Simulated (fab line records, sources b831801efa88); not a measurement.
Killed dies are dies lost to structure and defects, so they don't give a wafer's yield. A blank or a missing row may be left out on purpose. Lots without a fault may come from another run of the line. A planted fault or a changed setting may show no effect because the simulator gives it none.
Which tool did it? | flow gf180mcu | 12 lots, 36 wafers sampled, at 6 steps of a route of 602

WHAT THE GAUGES READ, wafer by wafer
GF_M3_THK_MEAS_06: measures by xrf. Usual: M3_ALCU_THK 451 nm, standard deviation 5.2.
lot  | measured     | on            | M3_ALCU_THK (nm) | flag
L518 | day 20 09:59 | film_metro-03 | 454 455 452      |
L520 | day 20 21:51 | film_metro-02 | 453 455 455      |
L521 | day 21 04:41 | film_metro-01 | 463 457 462      |
L522 | day 21 09:20 | film_metro-02 | 454 451 453      |
L523 | day 21 18:53 | film_metro-03 | 456 457 458      |
L529 | day 24 12:59 | film_metro-03 | 447 451 449      |
L532 | day 25 11:59 | film_metro-03 | 444 451 445      |
L533 | day 25 12:03 | film_metro-02 | 451 451 446      |
L535 | day 26 02:25 | film_metro-01 | 457 457 451      |
L537 | day 27 02:01 | film_metro-02 | 448 444 451      |
L539 | day 27 20:14 | film_metro-03 | 448 448 443      |
L541 | day 28 16:01 | film_metro-02 | 448 449 453      |

GF_V3_RS_MEAS_24: measures by four-point-probe. Usual: V3_W_RS 0.326 ohm/sq, standard deviation 0.0048.
lot  | measured     | on            | V3_W_RS (ohm/sq)  | flag
L518 | day 22 11:09 | film_metro-03 | 0.320 0.331 0.318 |
L520 | day 22 23:12 | film_metro-03 | 0.319 0.328 0.331 |
L521 | day 23 05:20 | film_metro-04 | 0.321 0.326 0.324 |
L522 | day 23 10:11 | film_metro-04 | 0.318 0.324 0.328 |
L523 | day 23 17:30 | film_metro-04 | 0.329 0.337 0.329 |
L529 | day 26 08:58 | film_metro-04 | 0.334 0.325 0.331 |
L532 | day 27 08:02 | film_metro-02 | 0.292 0.291 0.288 | OFF
L533 | day 27 08:13 | film_metro-03 | 0.329 0.326 0.327 |
L535 | day 27 21:28 | film_metro-04 | 0.292 0.299 0.298 | OFF
L537 | day 28 20:44 | film_metro-02 | 0.328 0.328 0.333 |
L539 | day 29 12:27 | film_metro-03 | 0.322 0.323 0.322 |
L541 | day 30 07:48 | film_metro-04 | 0.333 0.330 0.334 |

GF_V3_THK_MEAS_25: measures by xrf. Usual: V3_W_THK 347 nm, standard deviation 6.5.
lot  | measured     | on            | V3_W_THK (nm) | flag
L518 | day 22 11:15 | film_metro-03 | 349 335 349   |
L520 | day 22 23:19 | film_metro-03 | 347 340 337   |
L521 | day 23 05:28 | film_metro-04 | 356 351 352   |
L522 | day 23 10:17 | film_metro-04 | 359 351 346   |
L523 | day 23 17:36 | film_metro-04 | 347 337 345   |
L529 | day 26 09:05 | film_metro-04 | 342 354 345   |
L532 | day 27 08:09 | film_metro-02 | 393 390 396   | OFF
L533 | day 27 08:19 | film_metro-03 | 339 340 342   |
L535 | day 27 21:35 | film_metro-04 | 391 384 380   | OFF
L537 | day 28 20:52 | film_metro-02 | 348 347 343   |
L539 | day 29 12:34 | film_metro-03 | 348 346 347   |
L541 | day 30 07:55 | film_metro-04 | 344 346 342   |

WHICH TOOL RAN EACH LOT (tool, then ch and the chambers of the sampled wafers, then the start)
lot  | GF_V2_CMP_26                  | GF_V3_CVD_02                    | GF_V3_CVD_23
L518 | cmp-02 ch 1,2, day 20 09:19   | pecvd-04 ch 0,1,2, day 21 10:21 | cvd_w-02 ch 0,1, day 22 11:02
L520 | cmp-02 ch 1,2,3, day 20 21:16 | pecvd-04 ch 1,2, day 21 22:08   | cvd_w-02 ch 0,1, day 22 23:05
L521 | cmp-02 ch 0,1,3, day 21 04:02 | pecvd-01 ch 1,2, day 22 04:50   | cvd_w-01 ch 0,1, day 23 05:12
L522 | cmp-01 ch 0,1,3, day 21 08:47 | pecvd-04 ch 1,2, day 22 09:09   | cvd_w-02 ch 0,1, day 23 10:03
L523 | cmp-02 ch 0,1, day 21 18:16   | pecvd-04 ch 0,1,2, day 22 18:26 | cvd_w-02 ch 0,1, day 23 17:23
L529 | cmp-01 ch 0,3, day 24 12:20   | pecvd-01 ch 0,1, day 25 10:42   | cvd_w-02 ch 0,1, day 26 08:50
L532 | cmp-02 ch 0,1,3, day 25 11:20 | pecvd-01 ch 1,2, day 26 09:53   | cvd_w-02 ch 0,1, day 27 07:55
L533 | cmp-01 ch 0,1,3, day 25 11:30 | pecvd-02 ch 1,2, day 26 10:13   | cvd_w-01 ch 1, day 27 08:02
L535 | cmp-02 ch 0,1,2, day 26 01:49 | pecvd-02 ch 0,2, day 27 00:09   | cvd_w-02 ch 0,1, day 27 21:21
L537 | cmp-02 ch 1,2, day 27 01:26   | pecvd-01 ch 1,2, day 27 23:11   | cvd_w-01 ch 0,1, day 28 20:38
L539 | cmp-02 ch 0,1, day 27 19:38   | pecvd-01 ch 1,2, day 28 16:13   | cvd_w-01 ch 0,1, day 29 12:19
L541 | cmp-02 ch 2,3, day 28 15:22   | pecvd-04 ch 0,1,2, day 29 11:56 | cvd_w-01 ch 0,1, day 30 07:41
- GF_V2_CMP_26: polishes, stops on SiO2, t overpolish 15 s, target thk 0 nm.
- GF_V3_CVD_02: deposits SiO2 from TEOS, target thk 850 nm, time 94.851 s.
- GF_V3_CVD_23: deposits W, target thk 350 nm, time 104.9 s.

WHAT THE TOOLS THEMSELVES READ (means of the sampled wafers that have a number; where no wafer has one, the mark that the record gives instead)
GF_V2_CMP_26. Usual: head_pressure_psi 3.499 psi, standard deviation 0.0073; motor_current_A 11.1 A, standard deviation 0.93; overpolish_run_s 15.000 s, standard deviation 0.0091; retaining_ring_pressure_frac 1.001, standard deviation 0.0046; time_to_endpoint_s 85 s, standard deviation 4.1.
lot  | tool   | head_pressure_psi (psi) | motor_current_A (A) | overpolish_run_s (s) | retaining_ring_pressure_frac | time_to_endpoint_s (s) | flag
L518 | cmp-02 | 3.506                   | 10.7                | 14.989               | 0.998                        | 80                     |
L520 | cmp-02 | 3.496                   | 11.1                | 14.998               | 1.000                        | 80                     |
L521 | cmp-02 | 3.506                   | 11.4                | 15.004               | 1.002                        | 81                     |
L522 | cmp-01 | 3.497                   | 10.6                | 14.995               | 1.004                        | 83                     |
L523 | cmp-02 | 3.507                   | 11.5                | 15.008               | 1.003                        | 91                     |
L529 | cmp-01 | 3.504                   | 9.8                 | 15.001               | 1.000                        | 79                     |
L532 | cmp-02 | 3.493                   | 11.1                | 14.997               | 0.995                        | 85                     |
L533 | cmp-01 | 3.497                   | 10.8                | 14.995               | 1.003                        | 85                     |
L535 | cmp-02 | 3.503                   | 11.5                | 15.001               | 1.000                        | 85                     |
L537 | cmp-02 | 3.501                   | 11.4                | 15.003               | 1.008                        | 83                     |
L539 | cmp-02 | 3.489                   | 11.5                | 15.010               | 1.000                        | 88                     |
L541 | cmp-02 | 3.510                   | 11.6                | 15.000               | 1.000                        | 84                     |

GF_V3_CVD_02. Usual: heater_power_w 618 W, standard deviation 93.
lot  | tool     | heater_power_w (W) | flag
L518 | pecvd-04 | 605                |
L520 | pecvd-04 | 573                |
L521 | pecvd-01 | 577                |
L522 | pecvd-04 | 598                |
L523 | pecvd-04 | 626                |
L529 | pecvd-01 | 578                |
L532 | pecvd-01 | 639                |
L533 | pecvd-02 | 670                |
L535 | pecvd-02 | 714                |
L537 | pecvd-01 | 658                |
L539 | pecvd-01 | 663                |
L541 | pecvd-04 | 535                |

GF_V3_CVD_23. Usual: heater_power_w 867 W, standard deviation 89.
lot  | tool     | heater_power_w (W) | flag
L518 | cvd_w-02 | 842                |
L520 | cvd_w-02 | 894                |
L521 | cvd_w-01 | 825                |
L522 | cvd_w-02 | 840                |
L523 | cvd_w-02 | 837                |
L529 | cvd_w-02 | 885                |
L532 | cvd_w-02 | 890                |
L533 | cvd_w-01 | 758                |
L535 | cvd_w-02 | 911                |
L537 | cvd_w-01 | 827                |
L539 | cvd_w-01 | 908                |
L541 | cvd_w-01 | 911                |

THE ANSWER, worked out from the rows above alone
Rule: a lot is off if the mean of its wafers that have a number lies more than 3 standard deviations from the usual mean. A lot without any number at a reading at which 4 lots or more have one is off too. The other lots that the step has rows for count as sound. The gauges are gone through in route order, then the tools' own readings, and for those a lot's mean is taken as printed above. The first step at which some lot is off is used, and at that step the reading that is off furthest; a lot without a number counts as furthest.
Off: L532, L535, at GF_V3_RS_MEAS_24 (V3_W_RS).
A tool fits if, at a process step before that reading, it ran every lot that is off, and no sound lot after the first of them. The gauges at GF_V3_RS_MEAS_24 are tried like those tools. One fits: cvd_w-02 at GF_V3_CVD_23. Its last sound lot is L529 (day 26 08:50), its first lot that is off L532 (day 27 07:55): a fault that began between those two fits.

WHAT THE SIMULATOR HAD PUT IN
Process parameter drift: cvd_w-02, from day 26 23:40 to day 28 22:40, at GF_V3_CVD_23. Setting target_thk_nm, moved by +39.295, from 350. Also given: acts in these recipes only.
Lots struck among those shown: L532, L535. The rule above found the same.
